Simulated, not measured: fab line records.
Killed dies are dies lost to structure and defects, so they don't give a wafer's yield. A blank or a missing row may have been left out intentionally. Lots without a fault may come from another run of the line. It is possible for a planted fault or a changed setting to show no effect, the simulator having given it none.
What tool caused it? || flow sky130 || Sampling: 13 lots, 39 wafers, 4 of 708 route steps

## WHAT EACH GAUGE READ, for each wafer
SKY_VIA1_RS_MEAS_22: a four-point-probe measurement.
{"lot": "L134", "measured": "day 34 06:39", "on": "filmMetro-02", "VIA1_W_RS (ohm/sq)": "0.433 0.421 0.424"}
{"lot": "L137", "measured": "day 35 16:40", "on": "filmMetro-04", "VIA1_W_RS (ohm/sq)": "0.428 0.441 0.429"}
{"lot": "L139", "measured": "day 35 19:26", "on": "filmMetro-02", "VIA1_W_RS (ohm/sq)": "0.428 0.427 0.420"}
{"lot": "L140", "measured": "day 36 05:29", "on": "filmMetro-02", "VIA1_W_RS (ohm/sq)": "0.422 0.426 0.419"}
{"lot": "L147", "measured": "day 39 00:43", "on": "filmMetro-03", "VIA1_W_RS (ohm/sq)": "0.428 0.431 0.432"}
{"lot": "L149", "measured": "day 39 07:01", "on": "filmMetro-03", "VIA1_W_RS (ohm/sq)": "0.426 0.431 0.430"}
{"lot": "L148", "measured": "day 39 09:41", "on": "filmMetro-02", "VIA1_W_RS (ohm/sq)": "0.430 0.431 0.435"}
{"lot": "L151", "measured": "day 39 22:07", "on": "filmMetro-02", "VIA1_W_RS (ohm/sq)": "0.421 0.415 0.425"}
{"lot": "L150", "measured": "day 40 02:22", "on": "filmMetro-02", "VIA1_W_RS (ohm/sq)": "0.423 0.433 0.423"}
{"lot": "L153", "measured": "day 40 11:37", "on": "filmMetro-03", "VIA1_W_RS (ohm/sq)": "0.430 0.426 0.426"}
{"lot": "L154", "measured": "day 40 16:13", "on": "filmMetro-03", "VIA1_W_RS (ohm/sq)": "0.435 0.436 0.431"}
{"lot": "L155", "measured": "day 40 20:37", "on": "filmMetro-02", "VIA1_W_RS (ohm/sq)": "0.422 0.428 0.423"}
{"lot": "L156", "measured": "day 41 02:11", "on": "filmMetro-04", "VIA1_W_RS (ohm/sq)": "0.426 0.424 0.430"}

SKY_VIA2_OVL_MEAS_13.
{"lot": "L134", "measured": "day 36 13:00", "on": "overlay-01", "VIA2_OVL (nm)": "-4 3 2"}
{"lot": "L137", "measured": "day 37 22:04", "on": "overlay-01", "VIA2_OVL (nm)": "5 -2 -2"}
{"lot": "L139", "measured": "day 38 01:09", "on": "overlay-02", "VIA2_OVL (nm)": "3 -2 10"}
{"lot": "L140", "measured": "day 38 12:09", "on": "overlay-01", "VIA2_OVL (nm)": "-1 0 -6"}
{"lot": "L147", "measured": "day 41 04:09", "on": "overlay-01", "VIA2_OVL (nm)": "10 7 7"}
{"lot": "L149", "measured": "day 41 10:07", "on": "overlay-01", "VIA2_OVL (nm)": "2 -1 4"}
{"lot": "L148", "measured": "day 41 13:02", "on": "overlay-02", "VIA2_OVL (nm)": "2 2 -4"}
{"lot": "L151", "measured": "day 41 23:46", "on": "overlay-01", "VIA2_OVL (nm)": "3 3 5"}
{"lot": "L150", "measured": "day 42 03:35", "on": "overlay-01", "VIA2_OVL (nm)": "-6 4 2"}
{"lot": "L153", "measured": "day 42 14:06", "on": "overlay-01", "VIA2_OVL (nm)": "0 -1 -6"}
{"lot": "L154", "measured": "day 42 17:54", "on": "overlay-01", "VIA2_OVL (nm)": "-1 14 9"}
{"lot": "L155", "measured": "day 42 22:29", "on": "overlay-02", "VIA2_OVL (nm)": "0 7 9"}
{"lot": "L156", "measured": "day 43 03:09", "on": "overlay-02", "VIA2_OVL (nm)": "-3 -9 -9"}

## WHICH TOOL RAN EACH LOT (tool, then ch and the chambers of the sampled wafers, then the start)
{"lot": "L134", "SKY_METAL1_ETCH_18": "rieMetal-04 ch 1, day 33 01:46", "SKY_VIA2_HDPCVD_00": "hdpcvd-01 ch 0,1,2, day 35 10:44"}
{"lot": "L137", "SKY_METAL1_ETCH_18": "rieMetal-03 ch 0,1, day 34 11:38", "SKY_VIA2_HDPCVD_00": "hdpcvd-02 ch 0,1,2, day 36 20:15"}
{"lot": "L139", "SKY_METAL1_ETCH_18": "rieMetal-03 ch 0,1, day 34 14:47", "SKY_VIA2_HDPCVD_00": "hdpcvd-02 ch 1,2, day 36 22:53"}
{"lot": "L140", "SKY_METAL1_ETCH_18": "rieMetal-04 ch 0,1, day 35 00:29", "SKY_VIA2_HDPCVD_00": "hdpcvd-02 ch 0,1,2, day 37 09:10"}
{"lot": "L147", "SKY_METAL1_ETCH_18": "rieMetal-04 ch 0,1, day 37 20:34", "SKY_VIA2_HDPCVD_00": "hdpcvd-02 ch 1,2, day 40 03:48"}
{"lot": "L149", "SKY_METAL1_ETCH_18": "rieMetal-03 ch 0,1, day 38 03:08", "SKY_VIA2_HDPCVD_00": "hdpcvd-01 ch 0,1,2, day 40 09:51"}
{"lot": "L148", "SKY_METAL1_ETCH_18": "rieMetal-04 ch 0,1, day 38 05:51", "SKY_VIA2_HDPCVD_00": "hdpcvd-02 ch 0,1,2, day 40 12:22"}
{"lot": "L151", "SKY_METAL1_ETCH_18": "rieMetal-01 ch 0, day 38 18:11", "SKY_VIA2_HDPCVD_00": "hdpcvd-02 ch 0,1,2, day 40 23:40"}
{"lot": "L150", "SKY_METAL1_ETCH_18": "rieMetal-03 ch 0,1, day 38 22:49", "SKY_VIA2_HDPCVD_00": "hdpcvd-02 ch 0,2, day 41 03:40"}
{"lot": "L153", "SKY_METAL1_ETCH_18": "rieMetal-04 ch 0,1, day 39 08:35", "SKY_VIA2_HDPCVD_00": "hdpcvd-02 ch 0,2, day 41 13:49"}
{"lot": "L154", "SKY_METAL1_ETCH_18": "rieMetal-04 ch 0,1, day 39 11:59", "SKY_VIA2_HDPCVD_00": "hdpcvd-01 ch 1,2, day 41 17:52"}
{"lot": "L155", "SKY_METAL1_ETCH_18": "rieMetal-01 ch 0,1, day 39 17:56", "SKY_VIA2_HDPCVD_00": "hdpcvd-01 ch 0,1,2, day 41 21:44"}
{"lot": "L156", "SKY_METAL1_ETCH_18": "rieMetal-04 ch 0,1, day 39 23:46", "SKY_VIA2_HDPCVD_00": "hdpcvd-02 ch 0,1, day 42 03:46"}
- SKY_METAL1_ETCH_18: etches BARC in N2/H2, stops on SiO2, time 45.9 s, target depth 60 nm.
- SKY_VIA2_HDPCVD_00: deposits SiO2, target thk 1180 nm, time 196.7 s.

## AS READ BY THE TOOLS THEMSELVES (means over the sampled wafers that have a number; for cases with no such wafer, the mark the record gives instead)
SKY_METAL1_ETCH_18.
{"lot": "L134", "tool": "rieMetal-04", "drypumpMotorCurrentA (A)": 5.9, "oesProductAu (a.u.)": 0.852, "throttleValvePct (%)": 13.232}
{"lot": "L137", "tool": "rieMetal-03", "drypumpMotorCurrentA (A)": 6.0, "oesProductAu (a.u.)": 0.849, "throttleValvePct (%)": 13.229}
{"lot": "L139", "tool": "rieMetal-03", "drypumpMotorCurrentA (A)": 5.8, "oesProductAu (a.u.)": 0.857, "throttleValvePct (%)": 13.220}
{"lot": "L140", "tool": "rieMetal-04", "drypumpMotorCurrentA (A)": 5.5, "oesProductAu (a.u.)": 0.854, "throttleValvePct (%)": 13.233}
{"lot": "L147", "tool": "rieMetal-04", "drypumpMotorCurrentA (A)": 5.7, "oesProductAu (a.u.)": 0.851, "throttleValvePct (%)": 13.220}
{"lot": "L149", "tool": "rieMetal-03", "drypumpMotorCurrentA (A)": 5.8, "oesProductAu (a.u.)": 0.856, "throttleValvePct (%)": 13.214}
{"lot": "L148", "tool": "rieMetal-04", "drypumpMotorCurrentA (A)": 5.7, "oesProductAu (a.u.)": 0.856, "throttleValvePct (%)": 13.229}
{"lot": "L151", "tool": "rieMetal-01", "drypumpMotorCurrentA (A)": 6.2, "oesProductAu (a.u.)": 0.852, "throttleValvePct (%)": 13.235}
{"lot": "L150", "tool": "rieMetal-03", "drypumpMotorCurrentA (A)": 6.1, "oesProductAu (a.u.)": 0.857, "throttleValvePct (%)": 13.228}
{"lot": "L153", "tool": "rieMetal-04", "drypumpMotorCurrentA (A)": 5.6, "oesProductAu (a.u.)": 0.856, "throttleValvePct (%)": 13.241}
{"lot": "L154", "tool": "rieMetal-04", "drypumpMotorCurrentA (A)": 5.7, "oesProductAu (a.u.)": 0.853, "throttleValvePct (%)": 13.221}
{"lot": "L155", "tool": "rieMetal-01", "drypumpMotorCurrentA (A)": 6.1, "oesProductAu (a.u.)": 0.851, "throttleValvePct (%)": 13.231}
{"lot": "L156", "tool": "rieMetal-04", "drypumpMotorCurrentA (A)": 5.7, "oesProductAu (a.u.)": 0.856, "throttleValvePct (%)": 13.225}

## THE ANSWER, worked out from the rows above alone
Rule: what is usual is taken from the lots themselves. The widest of any qualifying gaps counts: lots, ordered by their means at a reading, are off when they make up no more than a third of the lots, leave a main group of 4 or more, and stand apart from it by 3 or more times the standard deviation of that group's means. The tables above print the reading to a certain number of digits; a main group whose means all agree to those digits is not used. A lot without any number at a reading at which 4 lots or more have one is off too. All remaining lots with rows at the step are treated as sound. The gauges are gone through in route order, then the tools' own readings, and for those a lot's mean is taken as printed above. At the first step where some lot is off, the reading lying furthest off is the one used; lots without a number count as furthest.
No lot is off at any reading shown: from this, nothing can be told.

## WHAT THE SIMULATOR HAD INSERTED
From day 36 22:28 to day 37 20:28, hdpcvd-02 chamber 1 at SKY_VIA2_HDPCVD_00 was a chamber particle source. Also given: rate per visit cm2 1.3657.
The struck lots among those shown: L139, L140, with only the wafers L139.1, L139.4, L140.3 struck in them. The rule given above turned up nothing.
